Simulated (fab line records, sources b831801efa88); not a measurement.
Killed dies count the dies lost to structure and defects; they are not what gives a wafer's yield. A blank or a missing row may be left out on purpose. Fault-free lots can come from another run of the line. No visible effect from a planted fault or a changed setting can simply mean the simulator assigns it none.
Which tool was responsible?	flow sky130	24 lots with 72 wafers sampled at 3 steps, on a route of 708 steps

== WHAT THE GAUGES SHOWED, per wafer ==
SKY_FIELD_ISO_THK_MEAS_23.
lot	measured	on	FIELD_ISO_OXIDATION_01_THK (nm)
L074	day 2 10:57	filmMetro-01	9.89 9.85 10.03
L075	day 2 15:30	filmMetro-02	9.88 9.88 9.83
L076	day 2 19:35	filmMetro-01	9.93 9.83 9.86
L077	day 2 23:52	filmMetro-03	10.07 10.08 10.00
L078	day 3 06:11	filmMetro-01	9.85 9.70 10.00
L079	day 3 10:34	filmMetro-01	10.09 10.06 10.20
L080	day 3 16:14	filmMetro-02	9.96 9.87 10.01
L081	day 3 21:53	filmMetro-03	9.93 9.94 9.99
L082	day 4 02:05	filmMetro-01	10.29 10.25 10.26
L083	day 4 07:31	filmMetro-01	9.76 9.70 9.68
L084	day 4 14:07	filmMetro-01	9.86 9.85 9.93
L085	day 4 16:08	filmMetro-03	10.16 10.13 10.19
L086	day 5 00:28	filmMetro-03	10.34 10.09 10.23
L087	day 5 07:29	filmMetro-03	10.10 10.05 10.08
L088	day 5 12:48	filmMetro-02	9.93 9.88 9.94
L089	day 5 12:48	filmMetro-03	9.76 9.79 9.60
L090	day 5 20:01	filmMetro-02	9.78 9.79 10.07
L091	day 5 23:31	filmMetro-03	10.04 10.16 10.04
L092	day 6 06:28	filmMetro-02	10.54 10.37 10.41
L093	day 6 09:25	filmMetro-03	10.41 10.23 10.28
L094	day 6 15:54	filmMetro-01	10.28 10.18 10.27
L095	day 6 20:33	filmMetro-03	10.02 10.00 9.88
L096	day 7 01:23	filmMetro-02	10.33 10.16 10.33
L097	day 7 08:02	filmMetro-02	10.24 10.15 10.14

SKY_LOCAL_INTERCONNECT_RS_MEAS_01: measurement is done with a four-point probe.
lot	measured	on	LOCAL_INTERCONNECT_TIN_RS (ohm/sq)
L074	day 30 15:34	filmMetro-04	14.16 14.48 13.93
L075	day 30 14:45	filmMetro-04	14.25 14.21 14.18
L076	day 30 12:46	filmMetro-04	14.26 13.99 14.11
L077	day 30 20:11	filmMetro-04	13.94 14.19 14.04
L078	day 30 18:14	filmMetro-04	14.05 14.15 14.08
L079	day 30 19:14	filmMetro-04	14.23 14.30 14.20
L080	day 31 07:59	filmMetro-04	14.22 13.80 14.21
L081	day 31 09:12	filmMetro-02	14.29 14.16 14.33
L082	day 32 06:48	filmMetro-03	14.36 14.03 14.06
L083	day 32 04:04	filmMetro-02	14.32 14.23 14.31
L084	day 33 11:51	filmMetro-02	14.08 13.97 14.04
L085	day 33 09:25	filmMetro-02	14.25 14.21 14.20
L086	day 33 18:26	filmMetro-03	14.18 14.20 14.20
L087	day 33 17:11	filmMetro-03	13.94 13.87 14.08
L088	day 34 10:27	filmMetro-03	13.95 14.12 14.02
L089	day 34 07:25	filmMetro-02	14.11 14.15 14.16
L090	day 34 07:32	filmMetro-03	14.08 14.03 14.23
L091	day 34 19:31	filmMetro-04	14.13 14.16 13.98
L092	day 34 15:30	filmMetro-04	14.19 14.15 14.25
L093	day 35 16:28	filmMetro-02	13.73 13.99 13.96
L094	day 36 02:26	filmMetro-02	14.15 14.35 14.38
L095	day 36 01:47	filmMetro-02	14.05 14.00 14.10
L096	day 36 02:08	filmMetro-02	13.91 14.07 14.03
L097	day 36 04:20	filmMetro-03	14.21 14.05 14.05

SKY_LOCAL_INTERCONNECT_CD_MEAS_11 targets a cd of 170 nm.
lot	measured	on	cdNm (nm)
L074	day 31 18:44	cdSem-01	168.7 168.5 168.2
L075	day 31 18:02	cdSem-01	170.9 172.3 171.4
L076	day 31 16:50	cdSem-01	168.3 169.3 169.3
L077	day 31 22:44	cdSem-02	170.6 171.9 171.0
L078	day 31 20:53	cdSem-02	166.0 169.4 170.0
L079	day 31 22:18	cdSem-02	171.2 174.1 171.0
L080	day 32 11:17	cdSem-01	169.6 170.1 169.2
L081	day 32 12:49	cdSem-02	170.9 169.7 170.7
L082	day 33 10:20	cdSem-02	170.6 169.9 168.9
L083	day 33 06:31	cdSem-01	169.7 170.5 171.0
L084	day 34 13:40	cdSem-01	171.2 170.3 171.0
L085	day 34 12:31	cdSem-01	169.9 170.8 170.0
L086	day 34 20:16	cdSem-02	169.9 169.6 169.2
L087	day 34 19:01	cdSem-01	169.1 170.1 169.2
L088	day 35 17:40	cdSem-02	171.3 171.6 171.5
L089	day 35 16:41	cdSem-01	166.4 167.6 168.3
L090	day 35 16:49	cdSem-02	169.6 168.0 168.6
L091	day 35 19:54	cdSem-01	172.6 171.7 170.0
L092	day 35 19:22	cdSem-02	170.0 169.6 170.7
L093	day 36 18:41	cdSem-02	172.4 172.2 171.6
L094	day 37 04:21	cdSem-02	172.7 172.2 171.4
L095	day 37 03:28	cdSem-01	170.2 170.0 170.6
L096	day 37 04:04	cdSem-01	170.0 169.2 169.8
L097	day 37 06:26	cdSem-02	169.4 171.4 170.0

== EACH LOT AND THE TOOL THAT RAN IT (in order: tool; ch and the chambers of the sampled wafers; start) ==
The record holds no process step before these readings.

== WHAT THE TOOLS THEMSELVES READ (means of the sampled wafers that have a number; where no wafer has one, the mark that the record gives instead) ==
The record holds no such reading with a usual standard deviation.

== THE ANSWER, worked out from the rows above alone ==
Rule: what is usual is taken from the lots themselves. The widest of any qualifying gaps counts: lots, ordered by their means at a reading, are off when they make up no more than a third of the lots, leave a main group of 4 or more, and stand apart from it by 3 or more times the standard deviation of that group's means. The tables above print the reading to a certain number of digits; a main group whose means all agree to those digits is not used. A lot without any number at a reading at which 4 lots or more have one is off too. Where the step has rows for the other lots, those lots are counted as sound. After the gauges, taken in route order, come the tools' own readings; for these a lot's mean is taken, as printed above. The first step at which some lot is off is used, and at that step the reading that is off furthest; a lot without a number counts as furthest.
Nothing can be told from this: no lot is off at any reading shown.

== WHAT THE SIMULATOR HAD INSERTED ==
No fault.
